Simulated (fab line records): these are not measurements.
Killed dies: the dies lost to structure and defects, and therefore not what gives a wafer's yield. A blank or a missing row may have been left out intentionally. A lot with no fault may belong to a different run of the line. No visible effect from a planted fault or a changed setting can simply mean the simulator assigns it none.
Which tool is to blame? + flow gf180mcu + Sampling: 13 lots, 39 wafers, 6 of 602 route steps

== WHAT THE GAUGES READ, wafer by wafer ==
GF_STI_THK_MEAS_22.
| lot  | measured    | on            | STI_OXIDATION_01_THK (nm) |
|------|-------------|---------------|---------------------------|
| L323 | day 2 02:31 | film-metro-02 | 14.69 15.05 14.72         |
| L324 | day 2 10:32 | film-metro-02 | 14.84 14.92 15.10         |
| L325 | day 2 13:38 | film-metro-01 | 15.33 15.12 15.38         |
| L329 | day 3 11:23 | film-metro-01 | 14.86 14.99 14.89         |
| L330 | day 3 16:05 | film-metro-02 | 14.35 14.77 14.60         |
| L336 | day 4 22:16 | film-metro-02 | 14.69 14.79 14.51         |
| L337 | day 5 03:13 | film-metro-02 | 15.02 14.89 14.87         |
| L338 | day 5 09:01 | film-metro-01 | 15.04 14.99 15.12         |
| L339 | day 5 13:28 | film-metro-01 | 15.00 14.71 14.96         |
| L342 | day 6 06:04 | film-metro-01 | 14.94 15.34 15.21         |
| L343 | day 6 09:59 | film-metro-03 | 15.47 15.22 15.47         |
| L344 | day 6 15:13 | film-metro-01 | 15.12 15.19 15.31         |
| L345 | day 6 21:01 | film-metro-01 | 15.27 15.29 15.21         |

GF_STI_THK_MEAS_30.
| lot  | measured    | on            | STI_OXIDATION_02_THK (nm) |
|------|-------------|---------------|---------------------------|
| L323 | day 2 05:07 | film-metro-03 | 10.36 10.25 10.28         |
| L324 | day 2 13:44 | film-metro-03 | 9.87 9.66 9.79            |
| L325 | day 2 16:08 | film-metro-01 | 10.09 10.19 10.06         |
| L329 | day 3 13:55 | film-metro-01 | 10.14 9.98 10.15          |
| L330 | day 3 19:20 | film-metro-03 | 9.93 10.08 10.13          |
| L336 | day 5 00:54 | film-metro-03 | 9.91 10.10 10.09          |
| L337 | day 5 07:52 | film-metro-01 | 10.14 10.22 10.08         |
| L338 | day 5 11:58 | film-metro-01 | 9.82 9.86 9.79            |
| L339 | day 5 16:42 | film-metro-01 | 9.97 9.83 10.00           |
| L342 | day 6 08:34 | film-metro-01 | 10.20 10.19 10.23         |
| L343 | day 6 12:55 | film-metro-01 | 9.92 9.99 9.87            |
| L344 | day 6 18:39 | film-metro-01 | 10.21 10.29 10.26         |
| L345 | day 6 23:33 | film-metro-02 | 10.13 9.91 10.21          |

GF_LVPWELL_TW_MEAS_11.
| lot  | measured    | on            | LVPWELL_TW  |
|------|-------------|---------------|-------------|
| L323 | day 3 20:41 | film-metro-03 | 565 567 566 |
| L324 | day 4 04:52 | film-metro-04 | 568 567 570 |
| L325 | day 4 07:50 | film-metro-02 | 562 559 562 |
| L329 | day 5 07:10 | film-metro-04 | 567 568 566 |
| L330 | day 5 12:47 | film-metro-03 | 568 569 567 |
| L336 | day 6 20:25 | film-metro-03 | 567 564 566 |
| L337 | day 7 05:43 | film-metro-02 | 562 563 559 |
| L338 | day 7 09:19 | film-metro-03 | 565 562 564 |
| L339 | day 7 15:37 | film-metro-04 | 569 570 570 |
| L342 | day 8 07:14 | film-metro-02 | 561 559 559 |
| L343 | day 8 13:53 | film-metro-02 | 561 557 559 |
| L344 | day 8 18:55 | film-metro-04 | 568 570 569 |
| L345 | day 9 00:25 | film-metro-03 | 567 564 566 |

GF_MVSD_TW_MEAS_11.
| lot  | measured    | on            | MVSD_TW        |
|------|-------------|---------------|----------------|
| L323 | day 4 10:41 | film-metro-03 | 1587 1590 1582 |
| L324 | day 4 18:46 | film-metro-02 | 1594 1594 1586 |
| L325 | day 4 21:50 | film-metro-03 | 1599 1590 1590 |
| L329 | day 5 22:13 | film-metro-02 | 983 993 989    |
| L330 | day 6 04:05 | film-metro-04 | 991 992 998    |
| L336 | day 7 12:23 | film-metro-03 | 1598 1597 1587 |
| L337 | day 7 22:08 | film-metro-03 | 1592 1594 1585 |
| L338 | day 8 01:59 | film-metro-03 | 1593 1597 1588 |
| L339 | day 8 07:56 | film-metro-04 | 1603 1608 1604 |
| L342 | day 8 23:47 | film-metro-02 | 1582 1585 1598 |
| L343 | day 9 07:08 | film-metro-04 | 1622 1603 1605 |
| L344 | day 9 12:22 | film-metro-02 | 1575 1568 1568 |
| L345 | day 9 17:16 | film-metro-04 | 1601 1600 1591 |

GF_VT_IMPLANT_RS_MEAS_46: measures by four-point-probe.
| lot  | measured     | on            | MVSD_RS (ohm/sq)     |
|------|--------------|---------------|----------------------|
| L323 | day 7 14:00  | film-metro-03 | 458.4 459.1 459.9    |
| L324 | day 7 23:17  | film-metro-03 | 456.2 458.1 457.4    |
| L325 | day 8 02:10  | film-metro-03 | 456.8 457.0 456.7    |
| L329 | day 9 07:06  | film-metro-03 | 1166.9 1155.3 1150.6 |
| L330 | day 9 12:36  | film-metro-02 | 1172.6 1174.7 1172.2 |
| L336 | day 11 03:09 | film-metro-04 | 455.2 456.6 455.2    |
| L337 | day 11 14:30 | film-metro-03 | 457.3 456.5 455.9    |
| L338 | day 11 18:35 | film-metro-02 | 455.1 455.1 455.9    |
| L339 | day 12 02:20 | film-metro-04 | 455.3 456.8 456.8    |
| L342 | day 12 20:30 | film-metro-04 | 456.6 455.5 454.0    |
| L343 | day 13 04:48 | film-metro-04 | 455.6 456.9 456.6    |
| L344 | day 13 12:05 | film-metro-03 | 458.4 458.1 457.6    |
| L345 | day 13 17:32 | film-metro-04 | 457.5 459.9 457.4    |

== WHICH TOOL RAN EACH LOT (tool, then ch and the chambers of the sampled wafers, then the start) ==
| lot  | GF_MVSD_IMPLANT_08             |
|------|--------------------------------|
| L323 | implanter-01 ch 0, day 4 10:17 |
| L324 | implanter-03 ch 0, day 4 18:23 |
| L325 | implanter-04 ch 0, day 4 21:26 |
| L329 | implanter-01 ch 0, day 5 21:49 |
| L330 | implanter-01 ch 0, day 6 03:41 |
| L336 | implanter-03 ch 0, day 7 11:59 |
| L337 | implanter-04 ch 0, day 7 21:44 |
| L338 | implanter-04 ch 0, day 8 01:37 |
| L339 | implanter-04 ch 0, day 8 07:34 |
| L342 | implanter-01 ch 0, day 8 23:25 |
| L343 | implanter-01 ch 0, day 9 06:44 |
| L344 | implanter-01 ch 0, day 9 11:59 |
| L345 | implanter-04 ch 0, day 9 16:52 |
- GF_MVSD_IMPLANT_08

== WHAT THE TOOLS THEMSELVES READ (means of the sampled wafers that have a number; where no wafer has one, the mark that the record gives instead) ==
GF_MVSD_IMPLANT_08.
| lot  | tool         | beam-on-s (s) | dose-ions-cm2 | faraday-current-uA |
|------|--------------|---------------|---------------|--------------------|
| L323 | implanter-01 | 10.08         | 1.6007e+13    | 89.6               |
| L324 | implanter-03 | 10.03         | 1.6005e+13    | 89.9               |
| L325 | implanter-04 | 9.94          | 1.5999e+13    | 90.8               |
| L329 | implanter-01 | 9.91          | 1.8540e+12    | 10.5               |
| L330 | implanter-01 | 9.96          | 1.8683e+12    | 10.4               |
| L336 | implanter-03 | 9.93          | 1.5998e+13    | 90.7               |
| L337 | implanter-04 | 10.01         | 1.6010e+13    | 90.1               |
| L338 | implanter-04 | 9.90          | 1.6014e+13    | 91.0               |
| L339 | implanter-04 | 9.97          | 1.6019e+13    | 90.4               |
| L342 | implanter-01 | 10.05         | 1.5994e+13    | 89.9               |
| L343 | implanter-01 | 10.24         | 1.5998e+13    | 88.2               |
| L344 | implanter-01 | 10.17         | 1.5988e+13    | 88.6               |
| L345 | implanter-04 | 9.87          | 1.6014e+13    | 91.3               |

== THE ANSWER, worked out from the rows above alone ==
Rule: usual is defined by the lots themselves. Put in order of their means at a reading, lots are off if they are a third of the lots or fewer, leave a main group of 4 or more, and stand apart from it by a gap of 3 or more times the standard deviation of the main group's means; of several such gaps the widest counts. If all means in a main group match to the digits the tables above print for the reading, that group is not used. A lot without any number at a reading at which 4 lots or more have one is off too. All remaining lots with rows at the step are treated as sound. After the gauges, taken in route order, come the tools' own readings; for these a lot's mean is taken, as printed above. The first step at which some lot is off is used, and at that step the reading that is off furthest; a lot without a number counts as furthest.
Off: at GF_MVSD_TW_MEAS_11 (MVSD_TW), L329, L330. Mean 1593 and standard deviation 9.7 in the main group.
A tool fits if, at a process step before that reading, it ran every lot that is off, and no sound lot after the first of them. The gauges at GF_MVSD_TW_MEAS_11 aren't tried: what is off there is off at GF_MVSD_IMPLANT_08 too, on other tools, and a gauge's error can't cause that. None of those tried fits.

== WHAT HAD BEEN PUT IN BY THE SIMULATOR ==
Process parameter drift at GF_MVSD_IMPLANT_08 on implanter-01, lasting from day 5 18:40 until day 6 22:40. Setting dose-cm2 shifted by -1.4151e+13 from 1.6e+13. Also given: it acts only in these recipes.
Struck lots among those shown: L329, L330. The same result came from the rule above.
